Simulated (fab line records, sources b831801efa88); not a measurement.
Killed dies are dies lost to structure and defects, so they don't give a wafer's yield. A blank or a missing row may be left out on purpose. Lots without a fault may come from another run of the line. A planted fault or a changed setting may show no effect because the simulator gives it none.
Which tool did it? | flow sky130 | 14 lots, 40 wafers sampled, at 5 steps of a route of 708

WHAT THE GAUGES READ, wafer by wafer
SKY_VT_ADJUST_HVTP_CD_MEAS_07: target cd 380 nm.
lot  | measured     | on        | cd_nm (nm)
L640 | day 6 10:22  | cd_sem-01 | 380.9 382.1 384.9
L641 | day 6 16:49  | cd_sem-02 | 382.0 383.8 383.6
L643 | day 7 00:53  | cd_sem-02 | 374.9 379.3 379.6
L648 | day 8 05:20  | cd_sem-02 | 378.6 379.5 378.5
L651 | day 9 00:19  | cd_sem-01 | 380.2 378.6
L653 | day 9 10:50  | cd_sem-02 | 377.4 380.8
L654 | day 9 18:26  | cd_sem-02 | 373.2 372.2 374.3
L655 | day 10 04:06 | cd_sem-01 | 382.6 380.7 380.7
L656 | day 10 06:07 | cd_sem-02 | 374.7 375.5 375.7
L657 | day 10 09:14 | cd_sem-01 | 376.1 379.0 378.1
L658 | day 10 14:41 | cd_sem-02 | 383.7 383.2 382.4
L660 | day 11 04:58 | cd_sem-01 | 380.1 381.2 381.0
L662 | day 11 20:04 | cd_sem-01 | 379.7 380.5 378.5
L663 | day 12 04:13 | cd_sem-02 | 378.4 381.1 379.0

SKY_VT_ADJUST_NCORE_OVL_MEAS_08.
lot  | measured     | on         | VT_ADJUST_NCORE_OVL (nm)
L640 | day 8 23:20  | overlay-01 | 2.8 1.0 0.0
L641 | day 9 06:20  | overlay-02 | -0.2 3.0 0.9
L643 | day 9 13:22  | overlay-01 | 0.2 -0.5 0.6
L648 | day 10 21:06 | overlay-01 | 1.7 1.8 2.3
L651 | day 11 17:40 | overlay-01 | -2.3 -0.3
L653 | day 12 06:12 | overlay-01 | 0.4 -0.7
L654 | day 12 16:49 | overlay-02 | 0.7 1.1 0.2
L655 | day 13 04:01 | overlay-02 | 0.7 -0.6 1.4
L656 | day 13 05:52 | overlay-02 | 1.7 0.3 0.9
L657 | day 13 09:14 | overlay-01 | 1.5 -1.9 -0.5
L658 | day 13 15:58 | overlay-02 | -0.7 -0.4 -0.9
L660 | day 14 07:11 | overlay-02 | 0.8 0.9 0.4
L662 | day 15 00:15 | overlay-02 | -0.9 -0.8 -0.2
L663 | day 15 09:38 | overlay-01 | -0.1 0.6 0.7

SKY_VT_ADJUST_HVTR_TW_MEAS_11.
lot  | measured     | on            | VT_ADJUST_HVTR_TW
L640 | day 9 20:14  | film_metro-04 | 208.0 209.1 210.5
L641 | day 10 03:03 | film_metro-02 | 211.4 212.2 212.0
L643 | day 10 10:53 | film_metro-02 | 211.9 212.0 211.5
L648 | day 11 21:04 | film_metro-02 | 198.1 214.6 214.4
L651 | day 12 18:24 | film_metro-03 | 197.5 212.0
L653 | day 13 07:38 | film_metro-03 | 198.7 213.6
L654 | day 13 17:42 | film_metro-04 | 209.9 210.2 210.8
L655 | day 14 06:04 | film_metro-04 | 209.2 208.7 211.1
L656 | day 14 08:06 | film_metro-04 | 209.3 209.9 210.2
L657 | day 14 11:47 | film_metro-03 | 211.8 211.3 211.8
L658 | day 14 17:57 | film_metro-04 | 211.1 209.8 210.4
L660 | day 15 10:27 | film_metro-04 | 210.1 208.4 209.5
L662 | day 16 03:58 | film_metro-02 | 212.6 212.2 211.2
L663 | day 16 14:48 | film_metro-02 | 211.0 212.2 211.3

SKY_VT_ADJUST_PCH_OVL_MEAS_07.
lot  | measured     | on         | VT_ADJUST_PCH_OVL (nm)
L640 | day 10 17:47 | overlay-01 | -1.4 -0.7 -1.2
L641 | day 11 00:49 | overlay-02 | -0.4 -2.0 -1.5
L643 | day 11 08:49 | overlay-02 | -1.9 -0.6 0.2
L648 | day 12 20:27 | overlay-02 | -2.2 -1.1 -0.2
L651 | day 13 18:58 | overlay-02 | -0.4 -1.5
L653 | day 14 09:32 | overlay-02 | 0.2 0.2
L654 | day 14 19:52 | overlay-01 | 0.6 0.9 -1.7
L655 | day 15 08:52 | overlay-01 | -1.9 1.0 0.7
L656 | day 15 10:17 | overlay-02 | 0.3 0.0 -1.6
L657 | day 15 14:22 | overlay-01 | 0.7 -0.7 -1.2
L658 | day 15 21:05 | overlay-02 | 0.4 0.7 -1.6
L660 | day 16 14:37 | overlay-02 | -2.6 -1.7 -3.7
L662 | day 17 08:38 | overlay-01 | 0.9 -1.5 -1.5
L663 | day 17 20:05 | overlay-02 | -1.4 0.7 -1.8

WHICH TOOL RAN EACH LOT (tool, then ch and the chambers of the sampled wafers, then the start)
lot  | SKY_VT_ADJUST_HVTR_IMPLANT_09
L640 | implanter-02 ch 0, day 9 19:59
L641 | implanter-01 ch 0, day 10 02:48
L643 | implanter-01 ch 0, day 10 10:38
L648 | implanter-01 ch 0, day 11 20:49
L651 | implanter-01 ch 0, day 12 18:09
L653 | implanter-01 ch 0, day 13 07:24
L654 | implanter-02 ch 0, day 13 17:27
L655 | implanter-04 ch 0, day 14 05:51
L656 | implanter-02 ch 0, day 14 07:53
L657 | implanter-02 ch 0, day 14 11:33
L658 | implanter-02 ch 0, day 14 17:42
L660 | implanter-04 ch 0, day 15 10:12
L662 | implanter-01 ch 0, day 16 03:45
L663 | implanter-04 ch 0, day 16 14:33
- SKY_VT_ADJUST_HVTR_IMPLANT_09

WHAT THE TOOLS THEMSELVES READ (means of the sampled wafers that have a number; where no wafer has one, the mark that the record gives instead)
SKY_VT_ADJUST_HVTR_IMPLANT_09.
lot  | tool         | beam_on_s (s) | end_station_pressure_torr (Torr) | faraday_current_uA
L640 | implanter-02 | 9.84          | 5e-06                            | 12.03
L641 | implanter-01 | 10.11         | 5e-06                            | 11.74
L643 | implanter-01 | 10.05         | 5e-06                            | 11.79
L648 | implanter-01 | 9.27          | 5e-06                            | 13.04
L651 | implanter-01 | 8.82          | 5e-06                            | 13.73
L653 | implanter-01 | 8.88          | 5e-06                            | 13.56
L654 | implanter-02 | 10.04         | 5e-06                            | 11.83
L655 | implanter-04 | 9.99          | 5e-06                            | 11.85
L656 | implanter-02 | 9.93          | 5e-06                            | 11.95
L657 | implanter-02 | 9.78          | 5e-06                            | 12.09
L658 | implanter-02 | 10.37         | 5e-06                            | 11.43
L660 | implanter-04 | 9.71          | 5e-06                            | 12.15
L662 | implanter-01 | 10.00         | 5e-06                            | 11.83
L663 | implanter-04 | 9.88          | 5e-06                            | 12.00

THE ANSWER, worked out from the rows above alone
Rule: what is usual is taken from the lots themselves. Put in order of their means at a reading, lots are off if they are a third of the lots or fewer, leave a main group of 4 or more, and stand apart from it by a gap of 3 or more times the standard deviation of the main group's means; of several such gaps the widest counts. A main group whose means are all the same, to the digits that the tables above print for the reading, isn't used. A lot without any number at a reading at which 4 lots or more have one is off too. The other lots that the step has rows for count as sound. The gauges are gone through in route order, then the tools' own readings, and for those a lot's mean is taken as printed above. The first step at which some lot is off is used, and at that step the reading that is off furthest; a lot without a number counts as furthest.
Off: L648, L651, L653, at SKY_VT_ADJUST_HVTR_IMPLANT_09 (faraday_current_uA). The main group: mean 11.88, standard deviation 0.19.
A tool fits if, at that step or a process step before it, it ran every lot that is off, and no sound lot after the first of them. None of those tried fits.

WHAT THE SIMULATOR HAD PUT IN
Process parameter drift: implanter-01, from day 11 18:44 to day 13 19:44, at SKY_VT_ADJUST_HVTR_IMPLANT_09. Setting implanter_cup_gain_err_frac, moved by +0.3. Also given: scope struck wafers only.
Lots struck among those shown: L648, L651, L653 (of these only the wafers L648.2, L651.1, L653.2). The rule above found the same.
